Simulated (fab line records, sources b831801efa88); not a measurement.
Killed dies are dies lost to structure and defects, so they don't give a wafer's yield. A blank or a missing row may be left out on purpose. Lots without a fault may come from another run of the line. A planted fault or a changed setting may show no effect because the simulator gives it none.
Which tool did it? | flow sky130 | 13 lots, 39 wafers sampled, at 5 steps of a route of 708

WHAT THE GAUGES READ, wafer by wafer
SKY_SONOS_ONO_THK_MEAS_01.
lot  | measured     | on            | SONOS_ONO_OXIDATION_THK (nm)
L402 | day 12 02:17 | film_metro-01 | 2.56 2.55 2.54
L404 | day 12 14:40 | film_metro-04 | 2.64 2.65 2.55
L406 | day 12 20:53 | film_metro-01 | 2.63 2.59 2.65
L408 | day 13 11:10 | film_metro-02 | 2.96 2.99 2.96
L409 | day 14 02:28 | film_metro-02 | 2.62 2.67 2.66
L410 | day 14 07:36 | film_metro-04 | 2.90 2.92 2.91
L417 | day 16 09:08 | film_metro-01 | 2.62 2.57 2.61
L420 | day 17 08:35 | film_metro-04 | 2.57 2.55 2.53
L421 | day 17 15:54 | film_metro-01 | 2.69 2.72 2.66
L422 | day 18 12:45 | film_metro-01 | 2.65 2.66 2.71
L423 | day 19 09:54 | film_metro-04 | 2.68 2.61 2.70
L424 | day 19 15:59 | film_metro-01 | 2.74 2.71 2.66
L425 | day 19 17:39 | film_metro-04 | 2.54 2.53 2.69

SKY_SONOS_ONO_CD_MEAS_13: target cd 410 nm.
lot  | measured     | on        | cd_nm (nm)
L402 | day 13 06:43 | cd_sem-02 | 406.5 406.2 403.4
L404 | day 13 21:24 | cd_sem-02 | 405.8 407.8 405.0
L406 | day 14 02:51 | cd_sem-02 | 409.3 408.9 407.3
L408 | day 14 15:53 | cd_sem-02 | 409.9 408.9 408.8
L409 | day 15 10:38 | cd_sem-01 | 409.6 408.9 410.4
L410 | day 15 15:35 | cd_sem-01 | 407.1 409.4 411.8
L417 | day 17 20:11 | cd_sem-01 | 410.4 408.5 410.0
L420 | day 18 17:42 | cd_sem-02 | 414.8 413.3 415.1
L421 | day 19 01:05 | cd_sem-01 | 408.0 407.5 406.6
L422 | day 19 23:16 | cd_sem-01 | 411.0 410.3 409.4
L423 | day 20 19:12 | cd_sem-02 | 410.0 409.6 410.2
L424 | day 21 01:25 | cd_sem-02 | 413.7 411.5 411.1
L425 | day 21 02:55 | cd_sem-02 | 411.1 410.0 411.7

SKY_GATE_OXIDE_THK_MEAS_02.
lot  | measured     | on            | GATE_OXIDE_OXIDATION_00_THK (nm)
L402 | day 13 09:25 | film_metro-01 | 10.32 10.22 10.27
L404 | day 13 23:56 | film_metro-03 | 10.07 9.97 9.99
L406 | day 14 06:47 | film_metro-03 | 10.52 10.45 10.41
L408 | day 14 19:16 | film_metro-01 | 10.42 10.32 10.33
L409 | day 15 13:10 | film_metro-01 | 10.46 10.35 10.21
L410 | day 15 17:28 | film_metro-01 | 10.06 10.20 10.26
L417 | day 17 22:54 | film_metro-02 | 10.22 10.36 10.35
L420 | day 18 20:50 | film_metro-02 | 10.44 10.74 10.52
L421 | day 19 02:59 | film_metro-02 | 10.14 10.24 10.24
L422 | day 20 01:07 | film_metro-03 | 10.52 10.43 10.41
L423 | day 20 21:41 | film_metro-01 | 10.36 10.32 10.43
L424 | day 21 03:22 | film_metro-03 | 10.50 10.42 10.38
L425 | day 21 04:47 | film_metro-03 | 10.40 10.29 10.43

WHICH TOOL RAN EACH LOT (tool, then ch and the chambers of the sampled wafers, then the start)
lot  | SKY_VT_ADJUST_NCORE_STRIP_10         | SKY_SONOS_ONO_OXIDATION_00
L402 | plasma_asher-04 ch 0,1, day 9 04:25  | furnace-02 ch 0, day 12 00:55
L404 | plasma_asher-02 ch 0,1, day 9 14:31  | furnace-01 ch 0, day 12 13:19
L406 | plasma_asher-02 ch 0,1, day 9 19:41  | furnace-01 ch 0, day 12 19:32
L408 | plasma_asher-04 ch 0,1, day 10 08:29 | furnace-01 ch 0, day 13 09:49
L409 | plasma_asher-02 ch 0,1, day 10 21:02 | furnace-02 ch 0, day 14 01:07
L410 | plasma_asher-02 ch 0,1, day 11 00:58 | furnace-01 ch 0, day 14 06:16
L417 | plasma_asher-02 ch 0,1, day 12 20:35 | furnace-02 ch 0, day 16 07:46
L420 | plasma_asher-04 ch 0,1, day 13 20:01 | furnace-02 ch 0, day 17 07:14
L421 | plasma_asher-02 ch 0,1, day 14 02:38 | furnace-02 ch 0, day 17 14:33
L422 | plasma_asher-01 ch 0,1, day 14 20:29 | furnace-01 ch 0, day 18 11:23
L423 | plasma_asher-01 ch 0,1, day 15 13:31 | furnace-02 ch 0, day 19 08:33
L424 | plasma_asher-01 ch 0,1, day 15 19:55 | furnace-01 ch 0, day 19 14:38
L425 | plasma_asher-01 ch 0,1, day 15 21:29 | furnace-02 ch 0, day 19 16:17
- SKY_VT_ADJUST_NCORE_STRIP_10: strips in O2/N2.
- SKY_SONOS_ONO_OXIDATION_00: stabilise 600 s, purge 300 s, target thk 2.6 nm.

WHAT THE TOOLS THEMSELVES READ (means of the sampled wafers that have a number; where no wafer has one, the mark that the record gives instead)
SKY_VT_ADJUST_NCORE_STRIP_10.
lot  | tool            | drypump_motor_current_A (A) | oes_product_au (a.u.) | strip_time_to_endpoint_s (s)
L402 | plasma_asher-04 | 5.8                         | 0.718                 | 14.21
L404 | plasma_asher-02 | 5.4                         | 0.718                 | 14.14
L406 | plasma_asher-02 | 5.4                         | 0.715                 | 14.14
L408 | plasma_asher-04 | 5.7                         | 0.715                 | 14.13
L409 | plasma_asher-02 | 5.4                         | 0.708                 | 14.17
L410 | plasma_asher-02 | 5.4                         | 0.713                 | 14.18
L417 | plasma_asher-02 | 5.4                         | 0.716                 | 14.18
L420 | plasma_asher-04 | 5.7                         | 0.716                 | 14.13
L421 | plasma_asher-02 | 5.4                         | 0.718                 | 14.23
L422 | plasma_asher-01 | 6.1                         | 0.712                 | 14.18
L423 | plasma_asher-01 | 6.1                         | 0.717                 | 14.19
L424 | plasma_asher-01 | 6.0                         | 0.713                 | 14.19
L425 | plasma_asher-01 | 6.1                         | 0.715                 | 14.19

SKY_SONOS_ONO_OXIDATION_00.
lot  | tool       | zone_power_bottom_pct (%)
L402 | furnace-02 | 18
L404 | furnace-01 | 26
L406 | furnace-01 | 27
L408 | furnace-01 | 27
L409 | furnace-02 | 19
L410 | furnace-01 | 27
L417 | furnace-02 | 19
L420 | furnace-02 | 19
L421 | furnace-02 | 19
L422 | furnace-01 | 27
L423 | furnace-02 | 19
L424 | furnace-01 | 26
L425 | furnace-02 | 19

THE ANSWER, worked out from the rows above alone
Rule: what is usual is taken from the lots themselves. Put in order of their means at a reading, lots are off if they are a third of the lots or fewer, leave a main group of 4 or more, and stand apart from it by a gap of 3 or more times the standard deviation of the main group's means; of several such gaps the widest counts. A main group whose means are all the same, to the digits that the tables above print for the reading, isn't used. A lot without any number at a reading at which 4 lots or more have one is off too. The other lots that the step has rows for count as sound. The gauges are gone through in route order, then the tools' own readings, and for those a lot's mean is taken as printed above. The first step at which some lot is off is used, and at that step the reading that is off furthest; a lot without a number counts as furthest.
Off: L408, L410, at SKY_SONOS_ONO_THK_MEAS_01 (SONOS_ONO_OXIDATION_THK). The main group: mean 2.63 nm, standard deviation 0.051.
A tool fits if, at a process step before that reading, it ran every lot that is off, and no sound lot after the first of them. The gauges at SKY_SONOS_ONO_THK_MEAS_01 are tried like those tools. None of those tried fits.

WHAT THE SIMULATOR HAD PUT IN
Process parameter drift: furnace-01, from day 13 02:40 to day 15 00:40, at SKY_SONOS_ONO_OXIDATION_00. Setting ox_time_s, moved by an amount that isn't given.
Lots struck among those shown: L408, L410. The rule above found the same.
